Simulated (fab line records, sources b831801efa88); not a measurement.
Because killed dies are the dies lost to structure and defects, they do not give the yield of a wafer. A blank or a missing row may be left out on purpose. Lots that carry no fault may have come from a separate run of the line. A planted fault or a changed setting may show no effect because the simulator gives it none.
A single fault, viewed from 2 desks + flow gf180mcu + only its own numbers are on each desk; what lay behind them is given at the end

THE TOOL OWNER'S DESK: pvd-sputter-01
The tool's own readings at GF_M1_SPUTTER_00 (material Ti, target thk 37.5 nm, time 150 s): means of the sampled wafers that have a number, for each lot that ran on this tool. Marked OUT: a lot whose mean sits more than 4 standard deviations from the usual mean, which makes it out of limits; the brackets give that distance.
Columns: A = chamber-pressure-pa at GF_M1_SPUTTER_00, usual 2.000 Pa; B = throttle-valve-pct at GF_M1_SPUTTER_00, usual 30.4 %
| lot  | first seen here | A     | B    |
|------|-----------------|-------|------|
| L579 | day 17 20:50    | 1.999 | 30.7 |
| L585 | day 19 22:47    | 1.994 | 31.5 |
| L587 | day 20 21:05    | 1.999 | 31.0 |
| L588 | day 21 01:55    | 2.001 | 30.8 |
This desk's finding: nothing out of limits on any of the 4 lots.

FROM THE METROLOGY DESK
Means of the sampled wafers that have a number, per lot and without regard to the tool the lot ran on: this is what the gauges read. Marked OUT: a lot whose mean sits more than 4 standard deviations from the usual mean, which makes it out of limits; the brackets give that distance.
Columns: A = V4_W_THK at GF_V4_THK_MEAS_25, usual 354 nm
| lot  | first seen here | A   |
|------|-----------------|-----|
| L575 | day 24 09:25    | 358 |
| L576 | day 24 19:18    | 347 |
| L578 | day 25 12:24    | 360 |
| L579 | day 26 03:10    | 344 |
| L580 | day 26 12:10    | 362 |
| L585 | day 27 22:04    | 357 |
| L587 | day 28 16:50    | 355 |
| L588 | day 28 20:09    | 349 |
| L591 | day 29 16:27    | 354 |
| L592 | day 29 19:00    | 356 |
| L593 | day 30 16:16    | 351 |
| L596 | day 30 22:05    | 353 |
| L598 | day 31 10:47    | 353 |
This desk's finding: nothing out of limits on any of the 13 lots.

BROUGHT TOGETHER
The desk of the tool owner found nothing out of limits.
Metrology desk: nothing out of limits seen.

WHAT THE SIMULATOR PUT IN
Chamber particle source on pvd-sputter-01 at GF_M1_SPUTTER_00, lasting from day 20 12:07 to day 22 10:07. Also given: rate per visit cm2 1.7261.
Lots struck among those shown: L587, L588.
